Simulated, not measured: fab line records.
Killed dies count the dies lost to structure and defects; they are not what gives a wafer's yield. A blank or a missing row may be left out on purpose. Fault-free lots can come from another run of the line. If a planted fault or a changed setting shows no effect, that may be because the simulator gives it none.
Code-filled problem report in 8D (eight disciplines) form -- flow gf180mcu -- the parts of the form that need people (team, actions taken, sign-off) are left out

1. WHAT WENT WRONG
Wafers free of any fault read 1059 (standard deviation 12) for HV_LDD_2_TW at GF_HV_LDD_TW_MEAS_23, against a mean of 1118 on 6 wafers of 2 lots. That is +4.9 standard deviations from the usual mean.
First seen on wafer L328.2, day 16 16:17, on film metro-02. The record holds 39 wafers of 13 lots with a number at this step. Rule for "out", or "out of limits": more than 4 standard deviations from the usual mean. Any other wafer with a number is counted as sound.

2. WHAT IT IS; WHAT IT IS NOT
question,is,is not
which readings at this step,HV_LDD_2_TW,-
which lots,"L328, L329","L310, L311, L314, L315, L318, L319, L320, L322, L324, L330, L333"
which wafers of those lots,all that have a number,-
read on which gauges,"film metro-02, film metro-04",film metro-01
when,from day 16 16:17,"up to then (27 sound wafers); but 6 sound wafers of L330, L333 came after"

3. SUSPECTS, AND WHAT RULES EACH OUT
Counting: a tool at any process step up to the reading remains a suspect when it ran all the lots that are out and ran no sound lot after the first of those.
- the gauge at GF_HV_LDD_TW_MEAS_23 is ruled out. The wafers that are out were read on 2 gauges (film metro-02, film metro-04).
- plasma asher-01 at GF_VT_IMPLANT_STRIP_31 (strips in O2/N2): kept. Every lot that is out went through it, starting with L328 (day 11 21:27), and after that it ran no sound lot; the last sound lot it ran before then is L319 (day 9 07:31).
- implanter-03 at GF_HV_LDD_IMPLANT_21: kept. Every lot that is out went through it, starting with L328 (day 16 16:03), and after that it ran no sound lot; the last sound lot it ran before then is L324 (day 15 06:42). Its own dose ions cm2, faraday current uA readings are out on those wafers.
After counting, plasma asher-01 at GF_VT_IMPLANT_STRIP_31 and implanter-03 at GF_HV_LDD_IMPLANT_21 remain.

4. THE CAUSE (what the simulator had put in)
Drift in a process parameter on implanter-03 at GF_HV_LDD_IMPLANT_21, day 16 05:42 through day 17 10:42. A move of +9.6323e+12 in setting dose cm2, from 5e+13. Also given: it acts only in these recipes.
After counting, 2 suspects remain, this tool included.

5. THE EFFECT CHAIN, in route order
Each row: a reading where the mean over the struck wafers with a number is more than 3 standard deviations away from the usual. Scope: only readings with a usual standard deviation given in the record; hours: median across lots of the time from each lot's start at the first step in this table that gives one to its start at this step; sigmas: change in usual standard deviations.
hours,step,reading,usual,on struck wafers,change,sigmas
0,GF_HV_LDD_IMPLANT_21,dose ions cm2,5.001e+13,5.963e+13,+9.617e+12,+99 or more
0,GF_HV_LDD_IMPLANT_21,faraday current uA,282,336,+54,+9.1
0,GF_HV_LDD_TW_MEAS_23,HV_LDD_2_TW,1059,1118,+59,+4.9
Here are the process steps it includes:
- GF_HV_LDD_IMPLANT_21
Later steps that measure or inspect, where all struck wafers having a row at the step show a number for every such reading and not one has moved that far: GF_HV_LDD_TW_MEAS_50.

6. HOW IT WOULD HAVE BEEN CAUGHT EARLIER
In this record the first reading out of limits at a measuring or inspecting step was taken at day 16 16:17, 11 hours after the fault began at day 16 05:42.
At GF_HV_LDD_IMPLANT_21, the tool's own readings (dose ions cm2, faraday current uA) were out on each struck wafer the step has a row for, so an alarm limit on them would have fired on the first such wafer.
Among the 2 lots that are out, L329 began GF_HV_LDD_IMPLANT_21 on implanter-03 after day 16 16:17. Holding the tool at that time would have saved it.
